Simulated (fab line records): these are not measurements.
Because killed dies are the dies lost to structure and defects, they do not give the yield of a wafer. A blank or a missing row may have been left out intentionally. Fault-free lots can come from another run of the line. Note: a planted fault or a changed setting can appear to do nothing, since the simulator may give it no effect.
Which tool is to blame? :: flow gf180mcu :: 42 wafers from 14 lots sampled at 5 of the route's 602 steps

## WHAT EACH GAUGE READ, for each wafer
GF_HV_LDD_RS_MEAS_53: a four-point-probe measurement. Usual: for HV_LDD_RS the level is 418.8 ohm/sq and the standard deviation is 1.1.
lot: L541
measured: day 12 22:23
on: film_metro-03
HV_LDD_RS (ohm/sq): 418.1 418.1 419.0
flag: 

lot: L542
measured: day 13 04:25
on: film_metro-04
HV_LDD_RS (ohm/sq): 419.3 419.3 418.5
flag: 

lot: L546
measured: day 14 21:04
on: film_metro-01
HV_LDD_RS (ohm/sq): 418.2 417.8 418.0
flag: 

lot: L547
measured: day 15 04:35
on: film_metro-01
HV_LDD_RS (ohm/sq): 419.4 420.2 420.3
flag: 

lot: L550
measured: day 16 04:58
on: film_metro-03
HV_LDD_RS (ohm/sq): 419.0 420.3 419.7
flag: 

lot: L553
measured: day 17 03:52
on: film_metro-01
HV_LDD_RS (ohm/sq): 418.9 418.3 417.1
flag: 

lot: L554
measured: day 17 10:01
on: film_metro-04
HV_LDD_RS (ohm/sq): 420.2 417.2 417.4
flag: 

lot: L555
measured: day 17 16:54
on: film_metro-01
HV_LDD_RS (ohm/sq): 419.4 419.0 418.4
flag: 

lot: L556
measured: day 18 01:53
on: film_metro-03
HV_LDD_RS (ohm/sq): 419.4 421.2 420.2
flag: 

lot: L558
measured: day 18 20:26
on: film_metro-03
HV_LDD_RS (ohm/sq): 421.3 420.5 421.6
flag: 

lot: L559
measured: day 19 05:16
on: film_metro-01
HV_LDD_RS (ohm/sq): 418.2 418.5 418.0
flag: 

lot: L560
measured: day 19 07:00
on: film_metro-03
HV_LDD_RS (ohm/sq): 417.9 419.0 420.2
flag: 

lot: L561
measured: day 19 15:48
on: film_metro-03
HV_LDD_RS (ohm/sq): 418.6 419.1 418.8
flag: 

lot: L562
measured: day 20 03:16
on: film_metro-01
HV_LDD_RS (ohm/sq): 419.3 418.7 418.5
flag: 

GF_SAB_CD_MEAS_09: target cd 420 nm. Usual: 419.1 nm for cd_nm, sd 2.8.
lot: L541
measured: day 15 17:56
on: cd_sem-01
cd_nm (nm): 420.5 422.0 421.4
flag: 

lot: L542
measured: day 15 22:37
on: cd_sem-01
cd_nm (nm): 416.9 418.1 419.8
flag: 

lot: L546
measured: day 17 19:41
on: cd_sem-01
cd_nm (nm): 417.5 415.3 413.8
flag: 

lot: L547
measured: day 18 03:31
on: cd_sem-02
cd_nm (nm): 420.9 420.7 423.1
flag: 

lot: L550
measured: day 19 05:10
on: cd_sem-01
cd_nm (nm): 419.6 419.3 417.7
flag: 

lot: L553
measured: day 20 06:56
on: cd_sem-02
cd_nm (nm): 418.5 417.8 417.4
flag: 

lot: L554
measured: day 20 14:08
on: cd_sem-02
cd_nm (nm): 419.7 418.5 419.3
flag: 

lot: L555
measured: day 20 21:19
on: cd_sem-01
cd_nm (nm): 418.8 416.8 418.7
flag: 

lot: L556
measured: day 21 07:54
on: cd_sem-02
cd_nm (nm): 423.2 422.4 422.1
flag: 

lot: L558
measured: day 21 23:49
on: cd_sem-01
cd_nm (nm): 419.8 421.3 421.0
flag: 

lot: L559
measured: day 22 10:05
on: cd_sem-02
cd_nm (nm): 421.6 421.1 419.9
flag: 

lot: L560
measured: day 22 10:58
on: cd_sem-01
cd_nm (nm): 411.8 412.3 410.8
flag: 

lot: L561
measured: day 22 17:55
on: cd_sem-01
cd_nm (nm): 418.9 419.3 419.0
flag: 

lot: L562
measured: day 23 05:35
on: cd_sem-01
cd_nm (nm): 417.2 414.1 417.3
flag: 

GF_SALICIDE_RS_MEAS_04: a four-point-probe measurement. Usual: for SALICIDE_TIN_RS the level is 16.46 ohm/sq and the standard deviation is 0.25.
lot: L541
measured: day 15 18:29
on: film_metro-03
SALICIDE_TIN_RS (ohm/sq): 16.17 16.50 16.10
flag: 

lot: L542
measured: day 15 23:11
on: film_metro-02
SALICIDE_TIN_RS (ohm/sq): 16.15 16.44 16.65
flag: 

lot: L546
measured: day 17 20:15
on: film_metro-04
SALICIDE_TIN_RS (ohm/sq): 17.24 16.41 16.56
flag: 

lot: L547
measured: day 18 04:04
on: film_metro-03
SALICIDE_TIN_RS (ohm/sq): 17.42 16.66 17.40
flag: 

lot: L550
measured: day 19 05:44
on: film_metro-02
SALICIDE_TIN_RS (ohm/sq): 16.45 16.10 16.15
flag: 

lot: L553
measured: day 20 07:29
on: film_metro-02
SALICIDE_TIN_RS (ohm/sq): 16.74 16.79 16.87
flag: 

lot: L554
measured: day 20 14:41
on: film_metro-02
SALICIDE_TIN_RS (ohm/sq): 16.55 16.55 16.52
flag: 

lot: L555
measured: day 20 21:52
on: film_metro-04
SALICIDE_TIN_RS (ohm/sq): 16.57 16.70 16.55
flag: 

lot: L556
measured: day 21 08:27
on: film_metro-03
SALICIDE_TIN_RS (ohm/sq): 16.68 16.82 16.66
flag: 

lot: L558
measured: day 22 00:22
on: film_metro-02
SALICIDE_TIN_RS (ohm/sq): 16.13 16.18 16.13
flag: 

lot: L559
measured: day 22 10:38
on: film_metro-02
SALICIDE_TIN_RS (ohm/sq): 15.87 16.05 15.88
flag: 

lot: L560
measured: day 22 11:31
on: film_metro-02
SALICIDE_TIN_RS (ohm/sq): 16.62 16.67 16.69
flag: 

lot: L561
measured: day 22 18:36
on: film_metro-04
SALICIDE_TIN_RS (ohm/sq): 16.38 16.14 16.48
flag: 

lot: L562
measured: day 23 06:08
on: film_metro-02
SALICIDE_TIN_RS (ohm/sq): 16.21 16.06 16.47
flag: 

GF_CONTACT_OVL_MEAS_15. Usual: for CONTACT_OVL the level is 2 nm and the standard deviation is 4.9.
lot: L541
measured: day 16 17:48
on: overlay-01
CONTACT_OVL (nm): -2 3 -1
flag: 

lot: L542
measured: day 16 22:59
on: overlay-02
CONTACT_OVL (nm): 2 7 7
flag: 

lot: L546
measured: day 18 21:48
on: overlay-02
CONTACT_OVL (nm): 4 6 -11
flag: 

lot: L547
measured: day 19 04:53
on: overlay-01
CONTACT_OVL (nm): -3 -2 -6
flag: 

lot: L550
measured: day 20 07:56
on: overlay-01
CONTACT_OVL (nm): -3 -2 -1
flag: 

lot: L553
measured: day 21 09:14
on: overlay-02
CONTACT_OVL (nm): 7 -2 13
flag: 

lot: L554
measured: day 21 15:59
on: overlay-01
CONTACT_OVL (nm): -7 -1 -4
flag: 

lot: L555
measured: day 21 22:38
on: overlay-01
CONTACT_OVL (nm): 2 2 6
flag: 

lot: L556
measured: day 22 08:47
on: overlay-01
CONTACT_OVL (nm): 2 12 8
flag: 

lot: L558
measured: day 23 00:47
on: overlay-01
CONTACT_OVL (nm): 2 0 -1
flag: 

lot: L559
measured: day 23 10:41
on: overlay-01
CONTACT_OVL (nm): -5 -1 -4
flag: 

lot: L560
measured: day 23 11:55
on: overlay-02
CONTACT_OVL (nm): -5 0 -3
flag: 

lot: L561
measured: day 23 18:29
on: overlay-01
CONTACT_OVL (nm): 3 6 1
flag: 

lot: L562
measured: day 24 05:29
on: overlay-02
CONTACT_OVL (nm): 10 6 0
flag: 

## WHICH TOOL RAN EACH LOT (tool, then ch and the chambers of the sampled wafers, then the start)
lot: L541
GF_SALICIDE_SPUTTER_02: pvd_sputter-03, day 15 18:25

lot: L542
GF_SALICIDE_SPUTTER_02: pvd_sputter-02, day 15 23:08

lot: L546
GF_SALICIDE_SPUTTER_02: pvd_sputter-03, day 17 20:11

lot: L547
GF_SALICIDE_SPUTTER_02: pvd_sputter-03, day 18 03:58

lot: L550
GF_SALICIDE_SPUTTER_02: pvd_sputter-01, day 19 05:40

lot: L553
GF_SALICIDE_SPUTTER_02: pvd_sputter-02, day 20 07:22

lot: L554
GF_SALICIDE_SPUTTER_02: pvd_sputter-01, day 20 14:37

lot: L555
GF_SALICIDE_SPUTTER_02: pvd_sputter-02, day 20 21:49

lot: L556
GF_SALICIDE_SPUTTER_02: pvd_sputter-03, day 21 08:22

lot: L558
GF_SALICIDE_SPUTTER_02: pvd_sputter-02, day 22 00:16

lot: L559
GF_SALICIDE_SPUTTER_02: pvd_sputter-03, day 22 10:34

lot: L560
GF_SALICIDE_SPUTTER_02: pvd_sputter-02, day 22 11:28

lot: L561
GF_SALICIDE_SPUTTER_02: pvd_sputter-02, day 22 18:32

lot: L562
GF_SALICIDE_SPUTTER_02: pvd_sputter-02, day 23 06:04
- GF_SALICIDE_SPUTTER_02: material Co, target thk 10 nm, time 20 s.

## AS READ BY THE TOOLS THEMSELVES (means over the sampled wafers that have a number; for cases with no such wafer, the mark the record gives instead)
GF_SALICIDE_SPUTTER_02. Usual: 29.8 % for throttle_valve_pct, sd 0.73.
lot: L541
tool: pvd_sputter-03
throttle_valve_pct (%): 29.4
flag: 

lot: L542
tool: pvd_sputter-02
throttle_valve_pct (%): 29.5
flag: 

lot: L546
tool: pvd_sputter-03
throttle_valve_pct (%): 30.1
flag: 

lot: L547
tool: pvd_sputter-03
throttle_valve_pct (%): 30.5
flag: 

lot: L550
tool: pvd_sputter-01
throttle_valve_pct (%): 29.9
flag: 

lot: L553
tool: pvd_sputter-02
throttle_valve_pct (%): 29.7
flag: 

lot: L554
tool: pvd_sputter-01
throttle_valve_pct (%): 30.2
flag: 

lot: L555
tool: pvd_sputter-02
throttle_valve_pct (%): 29.6
flag: 

lot: L556
tool: pvd_sputter-03
throttle_valve_pct (%): 29.7
flag: 

lot: L558
tool: pvd_sputter-02
throttle_valve_pct (%): 30.1
flag: 

lot: L559
tool: pvd_sputter-03
throttle_valve_pct (%): 29.9
flag: 

lot: L560
tool: pvd_sputter-02
throttle_valve_pct (%): 29.6
flag: 

lot: L561
tool: pvd_sputter-02
throttle_valve_pct (%): 30.4
flag: 

lot: L562
tool: pvd_sputter-02
throttle_valve_pct (%): 29.5
flag: 

## THE ANSWER, worked out from the rows above alone
Rule: take the mean of a lot's wafers that have a number; if it is more than 3 standard deviations from the usual mean, the lot is off. A lot without any number at a reading at which 4 lots or more have one is off too. Where the step has rows for the other lots, those lots are counted as sound. First the gauges in route order, then the tools' own readings, where a lot's mean is used as printed above. The first step at which some lot is off is used, and at that step the reading that is off furthest; a lot without a number counts as furthest.
None of the lots is off at any reading shown; this tells nothing.

## WHAT THE SIMULATOR HAD PUT IN
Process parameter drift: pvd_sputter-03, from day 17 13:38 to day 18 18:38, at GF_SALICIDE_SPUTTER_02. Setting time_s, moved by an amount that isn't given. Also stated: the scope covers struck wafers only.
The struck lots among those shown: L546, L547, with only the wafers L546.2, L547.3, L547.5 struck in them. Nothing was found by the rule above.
